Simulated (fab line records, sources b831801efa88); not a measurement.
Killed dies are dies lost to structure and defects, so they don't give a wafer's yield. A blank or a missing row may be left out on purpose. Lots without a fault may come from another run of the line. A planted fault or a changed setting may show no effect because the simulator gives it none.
Which tool did it? | flow gf180mcu | 13 lots, 39 wafers sampled, at 4 steps of a route of 602

WHAT THE GAUGES READ, wafer by wafer
GF_CONTACT_CD_MEAS_14: target cd 220 nm. Usual: cd_nm 219.6 nm, standard deviation 1.4.
lot  | measured     | on        | cd_nm (nm)        | flag
L605 | day 16 01:25 | cd_sem-02 | 221.7 222.2 221.7 |
L606 | day 16 14:50 | cd_sem-02 | 220.0 221.6 219.8 |
L608 | day 17 06:51 | cd_sem-02 | 218.6 217.9 220.9 |
L609 | day 17 22:40 | cd_sem-02 | 222.5 219.6 221.2 |
L614 | day 19 07:11 | cd_sem-01 | 218.5 219.7 220.4 |
L616 | day 20 16:15 | cd_sem-01 | 220.3 219.4 220.4 |
L617 | day 20 17:32 | cd_sem-01 | 193.6 194.0 193.7 | OFF
L618 | day 21 04:31 | cd_sem-02 | 218.7 219.3 220.3 |
L623 | day 22 21:53 | cd_sem-02 | 219.6 217.7 218.6 |
L624 | day 23 00:39 | cd_sem-02 | 217.6 218.2 218.1 |
L626 | day 23 16:36 | cd_sem-01 | 218.7 218.5 218.3 |
L627 | day 24 03:21 | cd_sem-01 | 220.2 219.2 220.3 |
L628 | day 24 10:09 | cd_sem-01 | 216.6 218.2 217.8 |

GF_CONTACT_THK_MEAS_26: measures by xrf. Usual: CONTACT_W_THK 296 nm, standard deviation 4.4.
lot  | measured     | on            | CONTACT_W_THK (nm) | flag
L605 | day 16 02:20 | film_metro-02 | 296 287 299        |
L606 | day 16 15:47 | film_metro-04 | 290 296 291        |
L608 | day 17 07:47 | film_metro-02 | 288 292 291        |
L609 | day 17 23:34 | film_metro-01 | 290 291 300        |
L614 | day 19 08:14 | film_metro-02 | 292 291 292        |
L616 | day 20 17:11 | film_metro-01 | 292 298 298        |
L617 | day 20 18:29 | film_metro-02 | 292 295 302        |
L618 | day 21 05:27 | film_metro-02 | 299 296 298        |
L623 | day 22 22:48 | film_metro-02 | 296 299 299        |
L624 | day 23 01:35 | film_metro-01 | 301 304 303        |
L626 | day 23 17:35 | film_metro-02 | 297 301 295        |
L627 | day 24 04:18 | film_metro-02 | 298 302 297        |
L628 | day 24 11:05 | film_metro-04 | 301 297 301        |

WHICH TOOL RAN EACH LOT (tool, then ch and the chambers of the sampled wafers, then the start)
lot  | GF_SAB_STRIP_13                      | GF_CONTACT_EXPOSE_11
L605 | plasma_asher-04 ch 0,1, day 15 02:06 | krf_scanner-02 ch 0, day 15 14:42
L606 | plasma_asher-03 ch 0,1, day 15 15:32 | krf_scanner-02 ch 0, day 16 03:51
L608 | plasma_asher-02 ch 0,1, day 16 06:20 | krf_scanner-01 ch 0, day 16 19:27
L609 | plasma_asher-04 ch 0,1, day 16 21:40 | krf_scanner-02 ch 0, day 17 10:50
L614 | plasma_asher-03 ch 0,1, day 18 06:23 | krf_scanner-01 ch 0, day 18 19:36
L616 | plasma_asher-02 ch 0,1, day 19 14:03 | krf_scanner-02 ch 0, day 20 03:50
L617 | plasma_asher-03 ch 0,1, day 19 15:37 | krf_scanner-02 ch 0, day 20 05:32
L618 | plasma_asher-02 ch 0,1, day 20 02:26 | krf_scanner-02 ch 0, day 20 15:57
L623 | plasma_asher-02 ch 0,1, day 21 21:19 | krf_scanner-01 ch 0, day 22 10:28
L624 | plasma_asher-02 ch 0,1, day 22 00:02 | krf_scanner-02 ch 0, day 22 13:11
L626 | plasma_asher-02 ch 0,1, day 22 16:14 | krf_scanner-02 ch 0, day 23 06:01
L627 | plasma_asher-03 ch 0,1, day 23 03:39 | krf_scanner-02 ch 0, day 23 16:20
L628 | plasma_asher-03 ch 0,1, day 23 10:18 | krf_scanner-02 ch 0, day 23 23:27
- GF_SAB_STRIP_13: strips in O2/N2.
- GF_CONTACT_EXPOSE_11: exposes mask Contact, target cd 220 nm.

WHAT THE TOOLS THEMSELVES READ (means of the sampled wafers that have a number; where no wafer has one, the mark that the record gives instead)
GF_SAB_STRIP_13. Usual: drypump_motor_current_A 5.8 A, standard deviation 0.47; heater_power_w 337 W, standard deviation 21; o2_flow_sccm 2999 sccm, standard deviation 9; oes_product_au 0.709 a.u., standard deviation 0.004; platen_temp_c 250.02 C, standard deviation 0.18; strip_time_to_endpoint_s 12.61 s, standard deviation 0.034.
lot  | tool            | drypump_motor_current_A (A) | heater_power_w (W) | o2_flow_sccm (sccm) | oes_product_au (a.u.) | platen_temp_c (C) | strip_time_to_endpoint_s (s) | flag
L605 | plasma_asher-04 | 5.4                         | 345                | 3008                | 0.706                 | 249.88            | 12.61                        |
L606 | plasma_asher-03 | 5.7                         | 314                | 2999                | 0.709                 | 250.10            | 12.65                        |
L608 | plasma_asher-02 | 5.9                         | 355                | 3009                | 0.707                 | 250.05            | 12.64                        |
L609 | plasma_asher-04 | 5.6                         | 336                | 3008                | 0.709                 | 250.05            | 12.66                        |
L614 | plasma_asher-03 | 5.8                         | 314                | 2997                | 0.708                 | 249.89            | 12.62                        |
L616 | plasma_asher-02 | 5.9                         | 361                | 2994                | 0.711                 | 250.17            | 12.60                        |
L617 | plasma_asher-03 | 5.5                         | 319                | 3000                | 0.709                 | 250.21            | 12.63                        |
L618 | plasma_asher-02 | 6.3                         | 348                | 2993                | 0.706                 | 249.99            | 12.60                        |
L623 | plasma_asher-02 | 6.3                         | 351                | 2998                | 0.710                 | 250.12            | 12.56                        |
L624 | plasma_asher-02 | 6.3                         | 346                | 2997                | 0.708                 | 250.08            | 12.54                        |
L626 | plasma_asher-02 | 6.3                         | 346                | 3001                | 0.708                 | 249.94            | 12.60                        |
L627 | plasma_asher-03 | 5.7                         | 316                | 2991                | 0.714                 | 250.00            | 12.61                        |
L628 | plasma_asher-03 | 5.7                         | 315                | 2986                | 0.713                 | 250.04            | 12.60                        |

THE ANSWER, worked out from the rows above alone
Rule: a lot is off if the mean of its wafers that have a number lies more than 3 standard deviations from the usual mean. A lot without any number at a reading at which 4 lots or more have one is off too. The other lots that the step has rows for count as sound. The gauges are gone through in route order, then the tools' own readings, and for those a lot's mean is taken as printed above. The first step at which some lot is off is used, and at that step the reading that is off furthest; a lot without a number counts as furthest.
Off: L617, at GF_CONTACT_CD_MEAS_14 (cd_nm).
A tool fits if, at a process step before that reading, it ran every lot that is off, and no sound lot after the first of them. The gauges at GF_CONTACT_CD_MEAS_14 are tried like those tools. None of those tried fits.

WHAT THE SIMULATOR HAD PUT IN
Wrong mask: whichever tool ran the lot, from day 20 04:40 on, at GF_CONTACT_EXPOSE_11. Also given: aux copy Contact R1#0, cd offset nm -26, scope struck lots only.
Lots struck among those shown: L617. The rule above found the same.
